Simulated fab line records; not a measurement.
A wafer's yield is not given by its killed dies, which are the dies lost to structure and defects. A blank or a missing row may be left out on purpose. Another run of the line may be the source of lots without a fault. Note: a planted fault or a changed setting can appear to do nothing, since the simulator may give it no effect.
Which tool was responsible? | flow gf180mcu | 6 lots, 18 wafers sampled, at 3 steps of a route of 602

WHAT EACH GAUGE READ, for each wafer
GF_MIM_THK_MEAS_11: measures by xrf.
lot  | measured     | on            | MIM_ALCU_THK (nm)
L444 | day 25 07:07 | film metro-01 | 200.2 201.0 200.5
L446 | day 26 02:09 | film metro-01 | 195.9 194.6 196.1
L457 | day 29 07:32 | film metro-04 | 192.9 193.8 195.3
L460 | day 30 07:20 | film metro-03 | 196.8 198.2 196.3
L462 | day 30 20:57 | film metro-01 | 195.5 198.5 198.5
L464 | day 31 02:25 | film metro-01 | 195.1 195.3 197.9

WHAT TOOL EACH LOT RAN ON (gives the tool, then ch and the chambers of the sampled wafers, and finally the start)
lot  | GF_M4_SPUTTER_02             | GF_MIM_SPUTTER_00
L444 | pvd sputter-03, day 23 07:55 | pvd sputter-04, day 25 06:34
L446 | pvd sputter-02, day 24 02:29 | pvd sputter-01, day 26 01:37
L457 | pvd sputter-02, day 27 12:40 | pvd sputter-04, day 29 06:59
L460 | pvd sputter-03, day 28 13:20 | pvd sputter-04, day 30 06:47
L462 | pvd sputter-04, day 29 03:48 | pvd sputter-04, day 30 20:25
L464 | pvd sputter-03, day 29 09:26 | pvd sputter-02, day 31 01:53
- GF_M4_SPUTTER_02: material AlCu, target thk 450 nm, time 23.9 s.
- GF_MIM_SPUTTER_00: material Ti, target thk 37.5 nm, time 150 s.

THE ANSWER, worked out from the rows above alone
Rule: usual is defined by the lots themselves. The widest of any qualifying gaps counts: lots, ordered by their means at a reading, are off when they make up no more than a third of the lots, leave a main group of 4 or more, and stand apart from it by 3 or more times the standard deviation of that group's means. A main group whose means are all the same, to the digits that the tables above print for the reading, isn't used. Also off: a lot with no number at a reading for which 4 or more lots have one. Where the step has rows for the other lots, those lots are counted as sound.
No lot is off at any reading shown: from this, nothing can be told.

WHAT THE SIMULATOR PUT IN
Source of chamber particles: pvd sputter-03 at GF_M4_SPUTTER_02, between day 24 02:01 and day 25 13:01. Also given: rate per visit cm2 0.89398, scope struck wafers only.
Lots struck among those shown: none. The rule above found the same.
